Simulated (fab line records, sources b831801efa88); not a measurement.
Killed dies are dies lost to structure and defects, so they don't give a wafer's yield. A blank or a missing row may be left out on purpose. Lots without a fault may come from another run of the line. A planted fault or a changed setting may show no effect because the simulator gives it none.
A struck lot beside a sound one | flow sky130 | 44 steps out of a route of 708
Sound: wafers L114.2, L114.5, L114.6. Struck: wafers L125.4, L125.5. The cause comes at the end.
At each step with rows: each side's tool, then ch and its chambers, then its first start. Under that, the readings that differ: sound wafers | struck wafers | difference of the means | sigmas: that difference in standard deviations of wafers without a fault.
alike: readings whose means differ by less than 2 such deviations, and words and numbers that are the same on both sides. not compared: withheld readings, readings that some wafer has no value for, bounds like >300 that may hide the same value, and numbers for which the record gives no deviation and whose values overlap.
The two part at a step that has a row with sigmas, a row that says differs or no value, or rows on one side only. Numbers that don't overlap but have no deviation are shown without sigmas and don't part them. A reading that every wafer of one side lacks parts them only if that side has two wafers or more.

SKY_METAL3_CD_MEAS_13: target cd 300 nm.
  sound on cd_sem-02, day 39 20:25; struck on cd_sem-02, day 43 00:55
  reading    | sound             | struck      | difference | sigmas
  cd_nm (nm) | 298.5 298.3 298.2 | 300.7 301.1 | +2.6       | +2
SKY_METAL3_OVL_MEAS_14:
  sound on overlay-02, day 39 20:32; struck on overlay-02, day 43 00:59
  alike: METAL3_OVL
then, 2 steps without rows for these wafers: SKY_METAL3_DESCUM_15 (chemistry O2, time 8 s); SKY_METAL3_ETCH_16 (etches BARC in N2/H2, stops on SiO2, time 88.2 s, target depth 60 nm).
SKY_METAL3_ETCH_17: etches SiO2 in C4F8/O2/Ar, stops on TiN, time 3.9 s, target depth 15 nm.
  sound on rie_diel-02 ch 0,3, day 39 20:41; struck on rie_diel-01 ch 0,2, day 43 01:08
  alike: oes_product_au
  not compared: rf_hours_counter_h
SKY_METAL3_METAL_ETCH_18: etches the open film in Cl2/BCl3, stops on SiO2, target depth 845 nm, time 183.1 s.
  sound on rie_metal-01 ch 0,1, day 39 20:43; struck on rie_metal-03 ch 0, day 43 01:13
  alike: drypump_motor_current_A, oes_product_au, throttle_valve_pct
  not compared: rf_hours_counter_h
then, 5 steps without rows for these wafers: SKY_METAL3_STRIP_19 (strips in O2/N2); SKY_METAL3_STRIP_20 (strips in post etch residue remover, time 1200 s); SKY_METAL3_CLEAN_21 (cleans in IPA, time 180 s); SKY_METAL3_CLEAN_22 (cleans in O3/DIW); SKY_VIA3_HDPCVD_00 (deposits SiO2, target thk 1635 nm, time 272.5 s).
SKY_VIA3_THK_MEAS_01:
  sound on film_metro-03, day 39 21:39; struck on film_metro-01, day 43 02:07
  reading              | sound          | struck    | difference | sigmas
  VIA3_HDPCVD_THK (nm) | 1635 1606 1617 | 1658 1667 | +43        | +2
SKY_VIA3_CMP_02: polishes SiO2.
  sound on cmp-01 ch 0,2,3, day 39 21:51; struck on cmp-02 ch 0,3, day 43 02:15
  reading                                  | sound           | struck      | difference | sigmas
  model.SiO2_of_VIA3_HDPCVD_00.thk_nm (nm) | 465.9 466.5 464 | 418.7 419.6 | -46.3      |
  alike: motor_current_A
SKY_VIA3_BOW_MEAS_03:
  sound on film_metro-02, day 39 22:01; struck on film_metro-02, day 43 02:31
  alike: VIA3_BOW
then, 8 steps without rows for these wafers: SKY_VIA3_DEHYDRATE_04 (time 60 s); SKY_VIA3_HMDS_05 (prime time 60 s); SKY_VIA3_COAT_06 (resist thk 60 nm); SKY_VIA3_COAT_07 (resist thk 450 nm); SKY_VIA3_SOFTBAKE_08 (time 90 s); SKY_VIA3_EXPOSE_09 (exposes mask VIM3, target cd 200 nm); SKY_VIA3_PEB_10; SKY_VIA3_DEVELOP_11 (develop time 60 s).
SKY_VIA3_CD_MEAS_12: target cd 200 nm.
  sound on cd_sem-02, day 40 22:10; struck on cd_sem-01, day 44 01:24
  alike: cd_nm
SKY_VIA3_OVL_MEAS_13:
  sound on overlay-01, day 40 22:16; struck on overlay-02, day 44 01:29
  alike: VIA3_OVL
then, 1 step without rows for these wafers: SKY_VIA3_ETCH_14 (etches BARC in N2/H2, stops on SiO2, time 45.9 s, target depth 60 nm).
SKY_VIA3_ETCH_15: etches SiO2 in C4F8/O2/Ar, stops on TiN, target depth 507 nm, time 78 s.
  sound on rie_diel-03 ch 1,2, day 40 22:20; struck on rie_diel-03 ch 1,2, day 44 01:32
  reading                          | sound             | struck      | difference | sigmas
  oes_product_au (a.u.)            | 0.940 0.946 0.945 | 0.893 0.891 | -0.052     | -10
  model.etch.depth_nm (nm)         | 465.9 466.5 464   | 418.7 419.6 | -46.3      |
  model.VIA3.feature_depth_nm (nm) | 465.9 466.5 464   | 418.7 419.6 | -46.3      |
  not compared: rf_hours_counter_h
then, 6 steps without rows for these wafers: SKY_VIA3_STRIP_16 (strips in O2/N2); SKY_VIA3_STRIP_17 (strips in post etch residue remover, time 1200 s); SKY_VIA3_CLEAN_18 (cleans in IPA, time 180 s); SKY_VIA3_CLEAN_19 (cleans in O3/DIW); SKY_VIA3_SPUTTER_20 (material TiN, target thk 20 nm, time 80 s); SKY_VIA3_CVD_21 (deposits W, target thk 390 nm, time 117.31 s).
SKY_VIA3_RS_MEAS_22: measures by four-point-probe.
  sound on film_metro-01, day 40 23:12; struck on film_metro-03, day 44 02:31
  alike: VIA3_W_RS
SKY_VIA3_THK_MEAS_23: measures by xrf.
  sound on film_metro-01, day 40 23:19; struck on film_metro-03, day 44 02:36
  alike: VIA3_W_THK
SKY_VIA3_CMP_24: polishes, stops on SiO2, t overpolish 20 s, target thk 0 nm.
  sound on cmp-01 ch 2,3, day 40 23:25; struck on cmp-01 ch 1, day 44 02:41
  alike: motor_current_A
then, 3 steps without rows for these wafers: SKY_METAL4_SPUTTER_00 (material Ti, target thk 15 nm, time 10 s); SKY_METAL4_SPUTTER_01 (material TiN, target thk 20 nm, time 16.7 s); SKY_METAL4_SPUTTER_02 (material AlCu, target thk 735 nm, time 39.1 s).
SKY_METAL4_SPUTTER_03: material Ti, target thk 5 nm, time 3.3 s.
  sound on pvd_sputter-02, day 40 23:44; struck on pvd_sputter-04, day 44 03:01
  alike: throttle_valve_pct
then, 1 step without rows for these wafers: SKY_METAL4_SPUTTER_04 (material TiN, target thk 70 nm, time 58.3 s).
SKY_CAP2M_CVD_00: deposits SiO2, target thk 15.5 nm.
  sound on pecvd-04 ch 0,1,2, day 40 23:49; struck on pecvd-04 ch 0,2, day 44 03:05
  alike: heater_power_w
SKY_CAP2M_THK_MEAS_01:
  sound on film_metro-03, day 40 23:50; struck on film_metro-04, day 44 03:08
  alike: CAP2M_CVD_00_THK
SKY_METAL4_METAL_ETCH_18: etches the open film in Cl2/BCl3, stops on SiO2, target depth 845 nm, time 183.1 s.
  sound on rie_metal-02 ch 0,1, day 43 00:34; struck on rie_metal-03 ch 1, day 45 23:51
  reading                                  | sound           | struck      | difference | sigmas
  drypump_motor_current_A (A)              | 6.3 6.3 5.8     | 5.3 5.3     | -0.8       | -2
  model.SiO2_of_VIA3_HDPCVD_00.thk_nm (nm) | 436 436.6 432.8 | 389.6 390.4 | -45.1      |
  alike: oes_product_au, throttle_valve_pct
  not compared: rf_hours_counter_h
then, 1 step without rows for these wafers: SKY_PAD_OPEN_PROBE_99.

WHERE THEY PART
First at SKY_METAL3_CD_MEAS_13; last, within this record, at SKY_METAL4_METAL_ETCH_18.

WHY: what the simulator had put in
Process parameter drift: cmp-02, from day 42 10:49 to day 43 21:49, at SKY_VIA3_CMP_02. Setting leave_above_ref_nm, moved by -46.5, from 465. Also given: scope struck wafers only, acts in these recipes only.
